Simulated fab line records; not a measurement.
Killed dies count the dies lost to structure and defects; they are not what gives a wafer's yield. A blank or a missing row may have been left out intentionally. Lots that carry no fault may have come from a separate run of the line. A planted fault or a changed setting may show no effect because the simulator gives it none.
Which tool is to blame?    flow gf180mcu    7 lots with 21 wafers sampled at 2 steps, on a route of 602 steps

WHAT THE GAUGES READ, wafer by wafer
GF_MVSD_TW_MEAS_11.
lot   measured     on             MVSD_TW
L413  day 4 16:34  film metro-03  1561 1561 1558
L416  day 5 09:46  film metro-04  1583 1581 1585
L418  day 5 22:14  film metro-03  1554 1563 1559
L420  day 6 07:47  film metro-03  1582 1581 1582
L424  day 7 08:31  film metro-01  1579 1584 1593
L430  day 8 20:22  film metro-01  1520 1524 1518
L432  day 9 08:10  film metro-03  1508 1515 1514

WHAT TOOL EACH LOT RAN ON (gives the tool, then ch and the chambers of the sampled wafers, and finally the start)
lot   GF_MVSD_IMPLANT_09
L413  implanter-02 ch 0, day 4 16:19
L416  implanter-02 ch 0, day 5 09:31
L418  implanter-02 ch 0, day 5 22:00
L420  implanter-04 ch 0, day 6 07:32
L424  implanter-01 ch 0, day 7 08:16
L430  implanter-04, day 8 20:07
L432  implanter-01, day 9 07:55
- GF_MVSD_IMPLANT_09

THE ANSWER, worked out from the rows above alone
Rule: usual is defined by the lots themselves. Put in order of their means at a reading, lots are off if they are a third of the lots or fewer, leave a main group of 4 or more, and stand apart from it by a gap of 3 or more times the standard deviation of the main group's means; of several such gaps the widest counts. If all means in a main group match to the digits the tables above print for the reading, that group is not used. A lot without any number at a reading at which 4 lots or more have one is off too. All remaining lots with rows at the step are treated as sound.
Off: L430, L432, seen at GF_MVSD_TW_MEAS_11 (MVSD_TW). Main group: mean 1574, sd 12.
If a tool, at a process step before that reading, ran all the lots that are off and no sound lot after the first of them, it fits. Those tools and the gauges at GF_MVSD_TW_MEAS_11 are tried in the same way. None of those tried fits.

WHAT WAS PUT IN BY THE SIMULATOR
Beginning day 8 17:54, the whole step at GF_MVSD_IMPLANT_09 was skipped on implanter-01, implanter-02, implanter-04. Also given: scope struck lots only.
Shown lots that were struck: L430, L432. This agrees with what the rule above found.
